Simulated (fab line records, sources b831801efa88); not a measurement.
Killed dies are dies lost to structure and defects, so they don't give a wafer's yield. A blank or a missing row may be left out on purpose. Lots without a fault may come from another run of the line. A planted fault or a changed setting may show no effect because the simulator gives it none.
Which tool did it? | flow gf180mcu | 12 lots, 36 wafers sampled, at 6 steps of a route of 602

WHAT THE GAUGES READ, wafer by wafer
GF_V1_THK_MEAS_03.
lot  | measured     | on            | V1_CVD_02_THK (nm)
L272 | day 17 01:57 | film_metro-01 | 846 851 862
L273 | day 17 12:15 | film_metro-04 | 839 854 847
L274 | day 17 22:58 | film_metro-04 | 853 869 857
L275 | day 18 03:22 | film_metro-01 | 855 839 854
L281 | day 21 16:02 | film_metro-04 | 587 834 839
L287 | day 22 23:25 | film_metro-03 | 854 840 864
L288 | day 23 12:10 | film_metro-04 | 845 865 853
L290 | day 23 18:27 | film_metro-01 | 878 853 874
L292 | day 24 12:01 | film_metro-04 | 846 871 881
L293 | day 24 19:28 | film_metro-03 | 841 862 858
L294 | day 25 06:14 | film_metro-04 | 825 840 853
L295 | day 25 08:13 | film_metro-03 | 860 869 880

GF_V5_THK_MEAS_01.
lot  | measured     | on            | V5_CVD_00_THK (nm)
L272 | day 26 07:07 | film_metro-03 | 298 297 301
L273 | day 26 16:40 | film_metro-03 | 304 302 303
L274 | day 27 00:50 | film_metro-01 | 307 303 304
L275 | day 27 04:19 | film_metro-04 | 300 300 299
L281 | day 30 01:54 | film_metro-01 | 301 299 302
L287 | day 31 02:38 | film_metro-01 | 299 300 294
L288 | day 31 11:53 | film_metro-03 | 295 294 295
L290 | day 31 18:36 | film_metro-01 | 294 294 295
L292 | day 32 07:30 | film_metro-01 | 304 299 303
L293 | day 32 13:25 | film_metro-01 | 297 303 297
L294 | day 32 22:08 | film_metro-03 | 305 301 301
L295 | day 32 22:59 | film_metro-03 | 304 308 300

WHICH TOOL RAN EACH LOT (tool, then ch and the chambers of the sampled wafers, then the start)
lot  | GF_V1_CVD_02                    | GF_V1_CMP_04                  | GF_V1_ETCH_17                                 | GF_MIM_SPUTTER_09
L272 | pecvd-04 ch 0,1, day 17 01:52   | cmp-01 ch 0,2,3, day 17 02:03 | rie_diel-04 ch 0,3, day 24 11:33 or earlier   | pvd_sputter-04, day 24 11:33
L273 | pecvd-02 ch 1,2, day 17 12:10   | cmp-01 ch 0,1,2, day 17 12:21 | rie_diel-04 ch 0,3, day 24 20:48 or earlier   | pvd_sputter-02, day 24 20:48
L274 | pecvd-04 ch 0,1,2, day 17 22:53 | cmp-01 ch 0,3, day 17 23:01   | rie_diel-03 ch 0,2, day 25 05:29 or earlier   | pvd_sputter-01, day 25 05:29
L275 | pecvd-02 ch 0,1, day 18 03:18   | cmp-01 ch 1,2, day 18 03:29   | rie_diel-02 ch 1,2,3, day 25 10:00 or earlier | pvd_sputter-04, day 25 10:00
L281 | pecvd-02 ch 0,2, day 21 15:58   | cmp-02 ch 0,1,3, day 21 16:05 | rie_diel-03 ch 0,1,2, day 28 09:51 or earlier | pvd_sputter-01, day 28 09:51
L287 | pecvd-01 ch 1,2, day 22 23:21   | cmp-02 ch 2,3, day 22 23:32   | rie_diel-03 ch 0,2,3, day 29 12:49 or earlier | pvd_sputter-04, day 29 12:49
L288 | pecvd-01 ch 0,2, day 23 12:04   | cmp-01 ch 0,1, day 23 12:13   | rie_diel-03 ch 1,2,3, day 30 00:03 or earlier | pvd_sputter-02, day 30 00:03
L290 | pecvd-04 ch 0,1,2, day 23 18:23 | cmp-01 ch 0,2,3, day 23 18:38 | rie_diel-02 ch 1,2,3, day 30 04:47 or earlier | pvd_sputter-04, day 30 04:47
L292 | pecvd-01 ch 0,2, day 24 11:55   | cmp-02 ch 0,3, day 24 12:05   | rie_diel-02 ch 0,2,3, day 30 18:50 or earlier | pvd_sputter-02, day 30 18:50
L293 | pecvd-01 ch 0,2, day 24 19:20   | cmp-01 ch 0,2,3, day 24 19:34 | rie_diel-04 ch 1,2,3, day 31 01:26 or earlier | pvd_sputter-02, day 31 01:26
L294 | pecvd-01 ch 1,2, day 25 06:08   | cmp-02 ch 0,2,3, day 25 06:25 | rie_diel-04 ch 0,1, day 31 10:22 or earlier   | pvd_sputter-02, day 31 10:22
L295 | pecvd-04 ch 0,2, day 25 08:07   | cmp-02 ch 2,3, day 25 08:15   | rie_diel-04 ch 1,2,3, day 31 11:43 or earlier | pvd_sputter-02, day 31 11:43
- GF_V1_CVD_02: deposits SiO2 from TEOS, target thk 850 nm, time 94.851 s.
- GF_V1_CMP_04: polishes SiO2.
- GF_V1_ETCH_17: etches SiO2 in C4F8/O2/Ar, stops on TiN, target depth 630 nm.
- GF_MIM_SPUTTER_09: material TiN, target thk 35 nm, time 29.2 s.

WHAT THE TOOLS THEMSELVES READ (means of the sampled wafers that have a number; where no wafer has one, the mark that the record gives instead)
GF_V1_CVD_02.
lot  | tool     | heater_power_w (W) | run_length_s (s)
L272 | pecvd-04 | 664                | 123.2
L273 | pecvd-02 | 788                | 123.0
L274 | pecvd-04 | 641                | 123.2
L275 | pecvd-02 | 698                | 123.2
L281 | pecvd-02 | 592                | 112.8
L287 | pecvd-01 | 588                | 123.3
L288 | pecvd-01 | 621                | 123.0
L290 | pecvd-04 | 651                | 123.0
L292 | pecvd-01 | 676                | 122.8
L293 | pecvd-01 | 686                | 123.1
L294 | pecvd-01 | 572                | 123.3
L295 | pecvd-04 | 648                | 123.1

GF_V1_CMP_04.
lot  | tool   | motor_current_A (A) | time_to_endpoint_s (s)
L272 | cmp-01 | 12.2                | 84
L273 | cmp-01 | 11.6                | 82
L274 | cmp-01 | 12.8                | 82
L275 | cmp-01 | 11.3                | 81
L281 | cmp-02 | 12.2                | 65
L287 | cmp-02 | 12.6                | 83
L288 | cmp-01 | 11.8                | 83
L290 | cmp-01 | 12.6                | 87
L292 | cmp-02 | 13.4                | 89
L293 | cmp-01 | 12.6                | 80
L294 | cmp-02 | 13.5                | 75
L295 | cmp-02 | 12.5                | 92

GF_V1_ETCH_17.
lot  | tool        | oes_product_au (a.u.)
L272 | rie_diel-04 | 0.855
L273 | rie_diel-04 | 0.856
L274 | rie_diel-03 | 0.853
L275 | rie_diel-02 | 0.855
L281 | rie_diel-03 | 0.841
L287 | rie_diel-03 | 0.854
L288 | rie_diel-03 | 0.858
L290 | rie_diel-02 | 0.856
L292 | rie_diel-02 | 0.858
L293 | rie_diel-04 | 0.856
L294 | rie_diel-04 | 0.858
L295 | rie_diel-04 | 0.850

GF_MIM_SPUTTER_09.
lot  | tool           | throttle_valve_pct (%)
L272 | pvd_sputter-04 | 29.4
L273 | pvd_sputter-02 | 29.7
L274 | pvd_sputter-01 | 29.3
L275 | pvd_sputter-04 | 29.2
L281 | pvd_sputter-01 | 29.6
L287 | pvd_sputter-04 | 29.6
L288 | pvd_sputter-02 | 29.7
L290 | pvd_sputter-04 | 29.5
L292 | pvd_sputter-02 | 29.7
L293 | pvd_sputter-02 | 29.8
L294 | pvd_sputter-02 | 29.6
L295 | pvd_sputter-02 | 29.7

THE ANSWER, worked out from the rows above alone
Rule: what is usual is taken from the lots themselves. Put in order of their means at a reading, lots are off if they are a third of the lots or fewer, leave a main group of 4 or more, and stand apart from it by a gap of 3 or more times the standard deviation of the main group's means; of several such gaps the widest counts. A main group whose means are all the same, to the digits that the tables above print for the reading, isn't used. A lot without any number at a reading at which 4 lots or more have one is off too. The other lots that the step has rows for count as sound. The gauges are gone through in route order, then the tools' own readings, and for those a lot's mean is taken as printed above. The first step at which some lot is off is used, and at that step the reading that is off furthest; a lot without a number counts as furthest.
Off: L281, at GF_V1_THK_MEAS_03 (V1_CVD_02_THK). The main group: mean 856 nm, standard deviation 9.
A tool fits if, at a process step before that reading, it ran every lot that is off, and no sound lot after the first of them. The gauges at GF_V1_THK_MEAS_03 aren't tried: what is off there is off at GF_V1_CVD_02 too, on other tools, and a gauge's error can't cause that. One fits: pecvd-02 at GF_V1_CVD_02. Its last sound lot is L275 (day 18 03:18), its first lot that is off L281 (day 21 15:58): a fault that began between those two fits.
The tool's own readings at GF_V1_CVD_02 bear it out: on the lots that are off they differ by more than 5 times the standard deviation of the sound lots' means. run_length_s reads 112.8 s there against 123.1 s on the sound lots.

WHAT THE SIMULATOR HAD PUT IN
Process parameter drift: pecvd-02, from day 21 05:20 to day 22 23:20, at GF_V1_CVD_02. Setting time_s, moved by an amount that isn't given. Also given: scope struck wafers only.
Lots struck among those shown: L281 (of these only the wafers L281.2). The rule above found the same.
